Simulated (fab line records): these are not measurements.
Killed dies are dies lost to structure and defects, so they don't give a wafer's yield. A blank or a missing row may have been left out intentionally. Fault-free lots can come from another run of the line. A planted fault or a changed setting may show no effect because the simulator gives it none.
fab line records	flow sky130
record: lots: 5	wafers: 15	last_day: 49
route steps=708 shown GATE_OXIDE@192 POLY_GATE@204 RES_PROTECT@207
lots that met no fault: taken from a fault-free run of the same line
start_h: start of the lot's first displayed wafer, in hours after the record's first day	wait_h: hours from the lot's prior step to this one	" same as the row above	L1.1+2: one row covering several wafers at once	- value missing, or start not given	* or withheld: withheld	< > ~ a bound
route shown NAME@n: names a module that has steps shown in the file, with the first one's number in the route	usual: mean/standard deviation of fault-free wafers	same: alike in all rows	chamber/n: place in a boat	sites: per-site readings	_std_site: standard deviation of those values	_edge_site: mean of outer sites minus mean of inner sites	radius_mm: how far each site lies from the wafer's centre	mask NAME#n: copy n	behind: the most recent tool/chamber to have shaped the wafer	hold: why the lot was held/for how many hours/how that ended	device: the transistor (n, p or np) that didn't switch	end of line: the route-end tests of the same wafers	a step given without rows: its recipe and nothing more	killed: dies lost to structure and defects at the first sort, not the wafer's yield	map: the dies of a wafer, with x for killed, . for not killed, _ for no die there
set.NAME: the setting the step ran with; set.NAME@STEP: the setting that earlier step ran with	model.NAME: the simulator's own value behind a step, which no gauge read
lots seen at some steps along the route; tables by step, rows by wafer
services: the hour from which a tool's chamber was out of use, counted from the record's first day as start_h (under 0 if before that day), plus the number of hours and why
== steps ==
step: SKY_GATE_OXIDE_COAT_05
recipe: resist: NOVOLAK	spin_rpm: 3000	resist_thk_nm: 1140
step: SKY_GATE_OXIDE_SOFTBAKE_06
recipe: temp_c: 90	time_s: 60	resist: NOVOLAK
step: SKY_GATE_OXIDE_EXPOSE_07
recipe: mask_id: LVOM	na: 0.6	source_shape: conventional	sigma_outer: 0.6	polarization: unpolarized	target_cd_nm: 600	dose_mj: 170
step: SKY_GATE_OXIDE_PEB_08
recipe: temp_c: withheld	time_s: *	resist: NOVOLAK
step: SKY_GATE_OXIDE_DEVELOP_09
recipe: resist: NOVOLAK	developer: TMAH	develop_time_s: 60	dev_temp_c: 23
step: SKY_GATE_OXIDE_OVL_MEAS_10
usual: GATE_OXIDE_OVL: 1.0/1.3
lot.wafer	tool	chamber	start_h	wait_h	GATE_OXIDE_OVL[nm]
L571.3	overlay-01	-	348.80	0.1	0.1
L571.4	"	-	"	"	1.6
L571.5	"	-	"	"	0.1
L572.1	overlay-02	-	351.05	0.1	3.7
L572.5	"	-	"	"	2.7
L572.6	"	-	"	"	3.2
L574.1	overlay-02	-	368.96	0.1	2.7
L574.3	"	-	"	"	2.3
L574.4	"	-	"	"	3.4
L581.1	overlay-02	-	418.34	0.1	3.1
L581.5	"	-	"	"	2.3
L581.6	"	-	"	"	3.2
L586.2	overlay-02	-	462.39	0.1	2.1
L586.3	"	-	"	"	1.4
L586.4	"	-	"	"	-0.4
step: SKY_GATE_OXIDE_IMPLANT_11
recipe: species: B	energy_kev: 10	dose_cm2: 2.6e+12	tilt_deg: withheld
step: SKY_GATE_OXIDE_WET_ETCH_12
recipe: chemistry: dHF	target_depth_nm: 16.8	dry: n2_spin	target: SiO2	dilution: 100:1	temp_c: 25	time_s: 336
step: SKY_GATE_OXIDE_STRIP_13
recipe: chemistry: O2/N2	power_w: 1400	pressure_mtorr: 1500	platen_temp_c: withheld	o2_flow_sccm: 3000	n2_flow_sccm: 300	overash_fraction: 0.5
usual: drypump_motor_current_A: 5.8/0.36	n2_flow_sccm: 300.1/0.88	oes_product_au: 0.716/0.0049	strip_time_to_endpoint_s: 14.18/0.035
lot.wafer	tool	chamber	start_h	wait_h	drypump_motor_current_A	n2_flow_sccm	oes_product_au	rf_hours_counter_h	strip_time_to_endpoint_s
L571.3	plasma_asher-02	1	349.11	0.0	5.4	299.1	0.719	-	14.09
L571.4	"	0	"	"	4.9	299.6	0.711	-	14.12
L571.5	"	1	"	"	5.4	300.0	0.712	-	14.15
L572.1	plasma_asher-04	0	351.34	0.0	5.8	298.8	0.707	52	14.20
L572.5	"	0	"	"	5.7	299.3	0.722	-	14.19
L572.6	"	1	"	"	6.0	301.2	0.720	-	14.19
L574.1	plasma_asher-04	1	369.25	0.0	6.0	300.6	0.725	54	14.18
L574.3	"	0	"	"	5.7	300.0	0.714	-	14.16
L574.4	"	1	"	"	6.0	301.0	0.722	-	14.15
L581.1	plasma_asher-02	0	418.77	0.0	4.9	300.7	0.712	72	14.23
L581.5	"	0	"	"	4.9	300.2	0.716	-	14.19
L581.6	"	1	"	"	5.4	299.1	0.718	-	14.17
L586.2	plasma_asher-02	1	462.68	0.0	5.4	299.1	0.713	3	14.20
L586.3	"	0	"	"	5.0	300.1	0.716	-	14.18
L586.4	"	1	"	"	5.4	300.6	0.718	-	14.18
step: SKY_GATE_OXIDE_TW_MEAS_14
usual: GATE_OXIDE_TW: 225.1/1.7
lot.wafer	tool	chamber	start_h	wait_h	GATE_OXIDE_TW
L571.3	film_metro-03	-	349.19	0.1	227.2
L571.4	"	-	"	"	227.7
L571.5	"	-	"	"	227.8
L572.1	film_metro-04	-	351.44	0.1	225.7
L572.5	"	-	"	"	226.8
L572.6	"	-	"	"	226.8
L574.1	film_metro-02	-	369.35	0.1	221.5
L574.3	"	-	"	"	222.0
L574.4	"	-	"	"	222.2
L581.1	film_metro-02	-	418.87	0.1	222.5
L581.5	"	-	"	"	223.3
L581.6	"	-	"	"	223.6
L586.2	film_metro-04	-	462.79	0.1	225.2
L586.3	"	-	"	"	224.0
L586.4	"	-	"	"	224.9
step: SKY_GATE_OXIDE_CLEAN_15
recipe: chemistry: SC1/SC2	mix: 1:4:20	temp_c: 70	time_s: 150	dry: n2_spin
step: SKY_GATE_OXIDE_OXIDATION_16
recipe: temp_c: 800	ambient: O2	idle_temp_c: 700	ramp_up_c_per_min: 10	ramp_down_c_per_min: 3	stabilise_s: 600	purge_s: 300	target_thk_a: 35.7	ox_time_s: 1915
step: SKY_POLY_GATE_CVD_00
recipe: material: poly-Si	target_thk_nm: 180	temp_c: 620	time_s: 720	pressure_mtorr: 200
usual: spike_tc_bottom_C: 642.3/1.3	spike_tc_lower_C: 620.4/1.2	spike_tc_top_C: 640.4/1.8	spike_tc_upper_C: 621.1/0.97	susceptor_temp_C: 619.95/0.28	zone_power_top_pct: 17.2/2.1
lot.wafer	tool	chamber	start_h	wait_h	spike_tc_bottom_C	spike_tc_lower_C	spike_tc_top_C	spike_tc_upper_C	susceptor_temp_C	zone_power_top_pct	model.poly-Si_of_POLY_GATE_CVD_00.thk_nm
L571.3	lpcvd-01	0	350.98	0.0	640.4	618.3	642.8	621.2	620.10	19.6	176.7
L571.4	"	0	"	"	642.1	620.3	643.0	620.8	620.25	19.4	177.5
L571.5	"	0	"	"	641.7	619.6	643.0	621.2	620.56	19.2	177.9
L572.1	lpcvd-01	1	354.92	0.0	644.3	621.1	640.0	619.5	619.93	15.5	181.5
L572.5	"	1	"	"	642.9	621.7	640.3	621.9	620.13	15.4	181
L572.6	"	1	"	"	642.8	620.0	640.0	619.1	619.95	15.5	180.8
L574.1	lpcvd-01	1	370.99	0.0	643.0	621.1	639.6	620.9	620.14	15.4	182
L574.3	"	1	"	"	643.2	622.2	639.8	619.8	620.04	15.6	182.1
L574.4	"	1	"	"	641.9	620.5	638.7	619.9	619.88	15.3	182.4
L581.1	lpcvd-01	1	421.79	0.0	644.1	618.0	636.8	621.0	619.73	15.3	181.7
L581.5	"	1	"	"	645.2	619.1	639.1	620.4	619.68	15.4	180.7
L581.6	"	1	"	"	644.8	619.4	638.1	620.8	620.24	15.5	180.1
L586.2	lpcvd-01	0	465.68	0.0	646.0	625.3	646.1	626.3	623.59	19.8	196.1
L586.3	"	0	"	"	645.1	623.4	645.4	624.5	623.42	19.9	197.1
L586.4	"	0	"	"	645.6	623.9	645.9	625.8	623.59	19.7	195.6
step: SKY_POLY_GATE_THK_MEAS_01
recipe: reads: poly-Si_of_POLY_GATE_CVD_00
usual: POLY_GATE_CVD_00_THK: 179.9/1.6
lot.wafer	tool	chamber	start_h	wait_h	hold	POLY_GATE_CVD_00_THK[nm]
L571.3	film_metro-02	-	352.20	0.0	-	176.9
L571.4	"	-	"	"	-	177.3
L571.5	"	-	"	"	-	178.0
L572.1	film_metro-02	-	356.12	0.0	-	181.6
L572.5	"	-	"	"	-	181.1
L572.6	"	-	"	"	-	180.8
L574.1	film_metro-01	-	372.19	0.0	-	181.8
L574.3	"	-	"	"	-	182.2
L574.4	"	-	"	"	-	182.5
L581.1	film_metro-02	-	422.99	0.0	-	181.7
L581.5	"	-	"	"	-	180.7
L581.6	"	-	"	"	-	180.1
L586.2	film_metro-02	-	466.89	0.0	await_dispo/0.2h/release	196.1
L586.3	"	-	"	"	await_dispo/0.2h/release	197.1
L586.4	"	-	"	"	await_dispo/0.2h/release	195.7
L586.2	film_metro-02	-	467.16	0.3	-	196.2
L586.3	"	-	"	"	-	197.1
L586.4	"	-	"	"	-	195.7
step: SKY_RES_PROTECT_HMDS_01
recipe: prime_time_s: 60	prime_temp_c: 120
step: SKY_RES_PROTECT_COAT_02
recipe: resist: NOVOLAK	spin_rpm: 3000	resist_thk_nm: 1140
step: SKY_RES_PROTECT_SOFTBAKE_03
recipe: temp_c: 90	time_s: 60	resist: NOVOLAK
step: SKY_RES_PROTECT_EXPOSE_04
recipe: mask_id: RPM	na: 0.6	source_shape: conventional	sigma_outer: 0.6	polarization: unpolarized	target_cd_nm: 1270	dose_mj: 131
step: SKY_RES_PROTECT_PEB_05
recipe: temp_c: withheld	time_s: *	resist: NOVOLAK
step: SKY_RES_PROTECT_DEVELOP_06
recipe: resist: NOVOLAK	developer: TMAH	develop_time_s: 60	dev_temp_c: 23
step: SKY_POLY_GATE_IMPLANT_02
recipe: species: P	energy_kev: 30	dose_cm2: 7.7e+15	tilt_deg: 0
step: SKY_RES_PROTECT_STRIP_07
recipe: chemistry: O2/N2	power_w: 1400	pressure_mtorr: 1500	platen_temp_c: withheld	o2_flow_sccm: 3000	n2_flow_sccm: 300	overash_fraction: 0.5
usual: drypump_motor_current_A: 5.5/0.48	n2_flow_sccm: 300.3/0.9	oes_product_au: 0.517/0.0051	strip_time_to_endpoint_s: 23.29/0.051
lot.wafer	tool	chamber	start_h	wait_h	drypump_motor_current_A	n2_flow_sccm	oes_product_au	rf_hours_counter_h	strip_time_to_endpoint_s
L571.3	plasma_asher-03	0	380.99	0.1	4.9	299.5	0.505	-	23.23
L571.4	"	1	"	"	6.3	300.9	0.522	-	23.26
L571.5	"	0	"	"	4.9	299.4	0.513	-	23.25
L572.1	plasma_asher-04	1	385.15	0.1	6.0	300.8	0.514	55	23.31
L572.5	"	0	"	"	5.8	301.2	0.524	-	23.23
L572.6	"	1	"	"	6.0	300.5	0.513	-	23.31
L574.1	plasma_asher-04	0	401.19	0.1	5.7	300.5	0.516	57	23.27
L574.3	"	0	"	"	5.7	298.8	0.529	-	23.24
L574.4	"	1	"	"	6.0	299.8	0.518	-	23.27
L581.1	plasma_asher-03	1	454.23	0.1	6.3	302.1	0.525	33	23.37
L581.5	"	1	"	"	6.3	301.2	0.521	-	23.37
L581.6	"	0	"	"	4.9	299.8	0.518	-	23.31
L586.2	plasma_asher-04	1	497.69	0.1	6.0	299.4	0.520	67	23.37
L586.3	"	0	"	"	5.7	300.3	0.526	-	23.35
L586.4	"	1	"	"	6.0	299.4	0.517	-	23.37
step: SKY_RES_PROTECT_TW_MEAS_08
usual: POLY_GATE_TW: 4049/20
lot.wafer	tool	chamber	start_h	wait_h	POLY_GATE_TW
L571.3	film_metro-04	-	381.07	0.1	4022
L571.4	"	-	"	"	4048
L571.5	"	-	"	"	4023
L572.1	film_metro-01	-	385.25	0.1	4073
L572.5	"	-	"	"	4077
L572.6	"	-	"	"	4071
L574.1	film_metro-01	-	401.29	0.1	4075
L574.3	"	-	"	"	4070
L574.4	"	-	"	"	4082
L581.1	film_metro-01	-	454.33	0.1	4063
L581.5	"	-	"	"	4042
L581.6	"	-	"	"	4062
L586.2	film_metro-04	-	497.80	0.1	4034
L586.3	"	-	"	"	4026
L586.4	"	-	"	"	4033
step: SKY_RES_PROTECT_CLEAN_09
recipe: chemistry: SC1/SC2	mix: 1:4:20	temp_c: 70	time_s: 150	dry: n2_spin
lot.wafer	tool	chamber	start_h	wait_h	model.poly-Si_of_POLY_GATE_CVD_00.thk_nm
L571.3	wet_bench-04	0	381.11	0.0	176.1
L571.4	"	0	"	"	176.8
L571.5	"	0	"	"	177.3
L572.1	wet_bench-02	3	385.31	0.1	180.8
L572.5	"	3	"	"	180.4
L572.6	"	3	"	"	180.1
L574.1	wet_bench-03	0	401.35	0.1	181.4
L574.3	"	0	"	"	181.5
L574.4	"	0	"	"	181.8
L581.1	wet_bench-02	1	454.39	0.1	181.1
L581.5	"	1	"	"	180.1
L581.6	"	1	"	"	179.5
L586.2	wet_bench-04	2	497.85	0.0	195.5
L586.3	"	2	"	"	196.5
L586.4	"	2	"	"	194.9
step: SKY_POLY_GATE_CVD_03
recipe: material: Si3N4	precursor: DCS/NH3	target_thk_nm: 75	temp_c: 770	time_s: 1290	pressure_mtorr: 250
step: SKY_POLY_GATE_THK_MEAS_04
recipe: reads: Si3N4_of_POLY_GATE_CVD_03
usual: POLY_GATE_CVD_03_THK: 75.5/0.78
lot.wafer	tool	chamber	start_h	wait_h	POLY_GATE_CVD_03_THK[nm]
L571.3	film_metro-02	-	382.68	0.0	73.8
L571.4	"	-	"	"	74.1
L571.5	"	-	"	"	73.7
L572.1	film_metro-03	-	386.72	0.0	75.6
L572.5	"	-	"	"	75.7
L572.6	"	-	"	"	75.4
L574.1	film_metro-03	-	402.76	0.0	75.9
L574.3	"	-	"	"	76.3
L574.4	"	-	"	"	75.6
L581.1	film_metro-01	-	455.94	0.0	75.9
L581.5	"	-	"	"	75.9
L581.6	"	-	"	"	75.5
L586.2	film_metro-02	-	499.26	0.0	76.1
L586.3	"	-	"	"	76.6
L586.4	"	-	"	"	76.6
step: SKY_POLY_GATE_DEHYDRATE_05
recipe: temp_c: 200	time_s: 60
step: SKY_POLY_GATE_HMDS_06
recipe: prime_time_s: 60	prime_temp_c: 120
step: SKY_POLY_GATE_COAT_07
recipe: resist: BARC	temp_c: withheld	time_s: withheld	spin_rpm: 3000	resist_thk_nm: 110
step: SKY_POLY_GATE_COAT_08
recipe: resist: KrF-thick	spin_rpm: 3000	resist_thk_nm: 450
step: SKY_POLY_GATE_SOFTBAKE_09
recipe: temp_c: 100	time_s: 90	resist: KrF-thick
step: SKY_POLY_GATE_EXPOSE_10
recipe: mask_id: P1M	na: 0.68	source_shape: conventional	sigma_outer: 0.6	target_cd_nm: 150	dose_mj: 28
step: SKY_POLY_GATE_PEB_11
recipe: peb_temp_c: withheld	peb_time_s: withheld	resist: KrF-thick
step: SKY_POLY_GATE_DEVELOP_12
recipe: develop_time_s: 60	resist: KrF-thick	dev_temp_c: 21
step: SKY_POLY_GATE_CD_MEAS_13
recipe: target_cd_nm: 150
usual: cd_nm: 150.2/1.3
lot.wafer	tool	chamber	start_h	wait_h	cd_nm
L571.3	cd_sem-02	-	412.85	-	151.1
L571.4	"	-	"	"	151.7
L571.5	"	-	"	"	151.6
L572.1	cd_sem-01	-	417.69	-	151.7
L572.5	"	-	"	"	151.9
L572.6	"	-	"	"	153.2
L574.1	cd_sem-02	-	433.94	-	149.6
L574.3	"	-	"	"	150.8
L574.4	"	-	"	"	150.0
L581.1	cd_sem-01	-	487.26	-	151.4
L581.5	"	-	"	"	151.1
L581.6	"	-	"	"	152.0
L586.2	cd_sem-02	-	529.48	-	148.0
L586.3	"	-	"	"	147.7
L586.4	"	-	"	"	148.5
step: SKY_POLY_GATE_OVL_MEAS_14
usual: POLY_GATE_OVL: 2/5.5
lot.wafer	tool	chamber	start_h	wait_h	POLY_GATE_OVL[nm]
L571.3	overlay-01	-	412.95	0.1	3
L571.4	"	-	"	"	5
L571.5	"	-	"	"	-2
L572.1	overlay-02	-	417.81	0.1	2
L572.5	"	-	"	"	0
L572.6	"	-	"	"	6
L574.1	overlay-01	-	434.06	0.1	-1
L574.3	"	-	"	"	4
L574.4	"	-	"	"	7
L581.1	overlay-01	-	487.38	0.1	2
L581.5	"	-	"	"	4
L581.6	"	-	"	"	3
L586.2	overlay-01	-	529.59	0.1	16
L586.3	"	-	"	"	8
L586.4	"	-	"	"	15
step: SKY_POLY_GATE_ETCH_15
recipe: chemistry: N2/H2	target: BARC	ion_energy_ev: 200	source_w: 500	bias_w: 100	pressure_mtorr: 30	n2_flow_sccm: 100	h2_flow_sccm: 200	stop_on: SiO2	time_s: 118.5	target_depth_a: 1100
usual: bias_w: 100.06/0.3	drypump_motor_current_A: 5.8/0.39	n2_flow_sccm: 100.0/0.3	oes_product_au: 0.717/0.0046	throttle_valve_pct: 13.212/0.01
lot.wafer	tool	chamber	start_h	wait_h	bias_w	drypump_motor_current_A	n2_flow_sccm	oes_product_au	rf_hours_counter_h	throttle_valve_pct
L571.3	rie_diel-04	1	412.97	0.0	100.39	5.7	100.8	0.720	58	13.224
L571.4	"	3	"	"	100.43	6.1	100.4	0.714	18	13.220
L571.5	"	2	"	"	99.66	6.3	100.0	0.713	-	13.221
L572.1	rie_diel-04	0	417.84	0.0	100.18	5.1	99.6	0.717	76	13.201
L572.5	"	1	"	"	99.96	5.7	100.6	0.713	-	13.197
L572.6	"	2	"	"	99.85	6.3	100.0	0.719	-	13.213
L574.1	rie_diel-03	2	434.09	0.0	100.59	5.4	99.9	0.720	11	13.224
L574.3	"	1	"	"	99.77	5.0	100.0	0.721	2	13.199
L574.4	"	3	"	"	100.36	6.0	99.5	0.724	3	13.223
L581.1	rie_diel-04	0	487.42	0.0	99.86	5.1	100.2	0.711	77	13.197
L581.5	"	0	"	"	99.94	5.1	99.6	0.711	-	13.201
L581.6	"	3	"	"	99.92	6.1	100.0	0.708	-	13.216
L586.2	rie_diel-04	1	529.62	0.0	100.07	5.7	99.8	0.713	60	13.209
L586.3	"	0	"	"	99.69	5.1	99.6	0.720	78	13.208
L586.4	"	3	"	"	100.13	6.2	100.0	0.709	20	13.192
step: SKY_POLY_GATE_ETCH_16
recipe: stop_on: poly-Si	chemistry: CH3F/O2	target: Si3N4	source_w: 400	bias_w: 80	pressure_mtorr: 25	ch3f_flow_sccm: 40	O2_flow_sccm: 30	time_s: 147.5	target_depth_a: 750
usual: bias_w: 79.98/0.25	drypump_motor_current_A: 5.7/0.39	oes_product_au: 0.643/0.0052	throttle_valve_pct: 10.536/0.0099
lot.wafer	tool	chamber	start_h	wait_h	bias_w	drypump_motor_current_A	oes_product_au	rf_hours_counter_h	throttle_valve_pct
L571.3	rie_diel-04	1	413.05	0.0	79.79	5.7	0.634	58	10.541
L571.4	"	3	"	"	80.19	6.1	0.633	18	10.536
L571.5	"	2	"	"	80.10	6.3	0.637	-	10.528
L572.1	rie_diel-04	0	417.93	0.0	80.03	5.1	0.642	76	10.539
L572.5	"	1	"	"	79.78	5.7	0.643	-	10.515
L572.6	"	2	"	"	80.02	6.2	0.646	-	10.529
L574.1	rie_diel-03	2	434.18	0.0	80.20	5.4	0.645	11	10.540
L574.3	"	1	"	"	80.15	5.0	0.652	2	10.528
L574.4	"	3	"	"	79.75	5.9	0.643	3	10.555
L581.1	rie_diel-04	0	487.50	0.0	79.92	5.1	0.652	77	10.544
L581.5	"	0	"	"	79.93	5.1	0.643	-	10.533
L581.6	"	3	"	"	79.81	6.1	0.641	-	10.545
L586.2	rie_diel-04	1	529.70	0.0	79.70	5.7	0.644	60	10.531
L586.3	"	0	"	"	79.94	5.1	0.642	78	10.527
L586.4	"	3	"	"	80.23	6.1	0.646	20	10.547
step: SKY_POLY_GATE_ETCH_17
recipe: target_depth_nm: 180	stop_on: SiO2	over_etch_frac: 0.56667	chemistry: HBr/Cl2	target: poly-Si	icp_w: 400	bias_w: 100	pressure_mtorr: 10	HBr_flow_sccm: 150	Cl2_flow_sccm: 50	time_s: 70.5
usual: bias_w: 100.01/0.29	drypump_motor_current_A: 5.8/0.48	oes_product_au: 0.984/0.007	throttle_valve_pct: 33.686/0.0086
lot.wafer	tool	chamber	start_h	wait_h	bias_w	drypump_motor_current_A	oes_product_au	rf_hours_counter_h	throttle_valve_pct
L571.3	rie_si-01	1	413.15	0.0	100.12	5.6	0.974	2	33.687
L571.4	"	2	"	"	99.56	6.7	0.976	-	33.684
L571.5	"	3	"	"	100.09	6.1	0.970	-	33.677
L572.1	rie_si-01	0	418.02	0.0	100.39	5.9	0.979	26	33.672
L572.5	"	1	"	"	99.84	5.6	0.976	-	33.701
L572.6	"	0	"	"	100.53	5.9	0.981	-	33.700
L574.1	rie_si-02	1	434.27	0.0	100.15	4.9	0.987	0	33.679
L574.3	"	0	"	"	100.33	5.6	0.988	3	33.675
L574.4	"	3	"	"	99.55	5.9	0.991	-	33.677
L581.1	rie_si-01	3	487.60	0.0	99.47	6.1	0.980	44	33.668
L581.5	"	0	"	"	99.97	5.9	0.984	-	33.688
L581.6	"	2	"	"	100.12	6.7	0.986	-	33.689
L586.2	rie_si-02	2	529.80	0.0	99.63	5.7	1.017	0	33.689
L586.3	"	1	"	"	100.01	4.8	0.992	1	33.704
L586.4	"	3	"	"	100.05	5.9	1.005	3	33.685
step: SKY_POLY_GATE_STRIP_18
recipe: chemistry: O2/N2	power_w: 1400	pressure_mtorr: 1500	platen_temp_c: withheld	o2_flow_sccm: 3000	n2_flow_sccm: 300	overash_fraction: 0.5
usual: drypump_motor_current_A: 5.6/0.6	n2_flow_sccm: 299.9/0.97	oes_product_au: 0.361/0.005	strip_time_to_endpoint_s: 3.16/0.049
lot.wafer	tool	chamber	start_h	wait_h	drypump_motor_current_A	n2_flow_sccm	oes_product_au	rf_hours_counter_h	strip_time_to_endpoint_s
L571.3	plasma_asher-03	0	413.24	0.1	4.9	299.9	0.366	-	3.14
L571.4	"	1	"	"	6.3	298.0	0.365	-	3.25
L571.5	"	0	"	"	4.9	299.8	0.355	-	3.11
L572.1	plasma_asher-02	1	418.08	0.0	5.4	298.9	0.373	72	3.12
L572.5	"	0	"	"	4.9	299.9	0.360	-	3.09
L572.6	"	1	"	"	5.4	299.0	0.359	-	3.06
L574.1	plasma_asher-01	1	434.33	0.0	5.6	298.4	0.353	74	3.10
L574.3	"	1	"	"	5.6	299.9	0.355	-	3.25
L574.4	"	0	"	"	6.4	301.3	0.363	-	3.18
L581.1	plasma_asher-03	0	487.66	0.0	4.9	300.4	0.363	37	3.15
L581.5	"	1	"	"	6.3	299.8	0.368	-	3.16
L581.6	"	0	"	"	4.9	299.9	0.366	-	3.24
L586.2	plasma_asher-03	0	529.86	0.0	4.9	300.0	0.373	41	3.12
L586.3	"	0	"	"	4.9	299.8	0.368	-	3.12
L586.4	"	1	"	"	6.4	301.1	0.371	-	3.18
== services ==
tool	chamber	start_h	hours	kind
rie_diel-04	0	342.40	2.6	repair
rie_diel-03	-	344.79	14.6	pm
wet_bench-02	-	352.09	1.9	repair
rie_diel-03	-	372.11	0.4	repair
lpcvd-01	-	379.12	6.0	pm
rie_diel-03	3	380.15	5.9	repair
wet_bench-03	-	388.21	2.7	repair
rie_diel-03	3	394.23	6.4	repair
rie_si-01	0	412.37	3.3	repair
plasma_asher-02	-	421.25	9.0	pm
rie_diel-04	3	428.26	2.0	repair
wet_bench-04	-	433.04	4.2	repair
plasma_asher-02	-	436.40	1.2	repair
rie_si-02	-	437.65	2.8	pm
rie_si-01	1	437.72	11.8	repair
rie_si-01	0	440.12	13.9	repair
rie_diel-03	0	457.09	44.6	repair
rie_diel-03	1	457.36	15.0	repair
rie_diel-04	0	461.89	11.9	repair
lpcvd-01	-	463.54	0.9	repair
rie_si-01	1	485.50	7.6	repair
rie_diel-03	2	489.26	5.8	repair
rie_diel-03	-	490.85	4.2	repair
plasma_asher-02	-	498.19	2.2	repair
== key ==
first_sign: step: SKY_POLY_GATE_CVD_00	reading: susceptor_temp_C	direction: up	sigmas: 13	usual: *	struck: *
effect: step: SKY_POLY_GATE_CVD_00	reading: spike_tc_upper_C	direction: up	sigmas: 4.6	usual: 621.1	struck: 625.6
effect: step: SKY_POLY_GATE_THK_MEAS_01	reading: visit	direction: added
effect: step: SKY_POLY_GATE_THK_MEAS_01	reading: POLY_GATE_CVD_00_THK	direction: up	sigmas: 10	usual: 179.9	struck: 196.3
effect: step: SKY_POLY_GATE_ETCH_17	reading: oes_product_au	direction: up	sigmas: 3.1	usual: 0.984	struck: 1.005	wafers_moved: 2
model_effect: step: SKY_POLY_GATE_CVD_00	value: poly-Si_of_POLY_GATE_CVD_00.thk_nm	without: 180.3	struck: 196.3
model_effect: step: SKY_RES_PROTECT_CLEAN_09	value: poly-Si_of_POLY_GATE_CVD_00.thk_nm	without: 179.7	struck: 195.6
met_at SKY_POLY_GATE_CVD_00
struck_wafers L586.2,L586.3,L586.4
later_rows_left_out L586.3
sort_left_out L586.2,L586.3,L586.4
tester_left_out L586
onset_between 350.98 465.68
fault: kind: process_parameter_drift	tool: lpcvd-01	chamber: 0	onset_h: 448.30	steps: SKY_POLY_GATE_CVD_00	channel: temp_c	offset: *	shape: step	end_h: 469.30	stated: *
tester_left_out: of these lots the tester's yield and bins aren't shown, on N5 and GAA mostly nor the transistor test; their killed dies are dies lost to structure and defects alone, not to doping, threshold or leakage, so they don't give the yield
sort_left_out: the simulated sort isn't trusted on such a fault, so these wafers' sort isn't shown, and their yield isn't known
later_rows_left_out: the simulator's readings of these wafers behind a module that went badly wrong aren't trusted and aren't shown, but for the sort
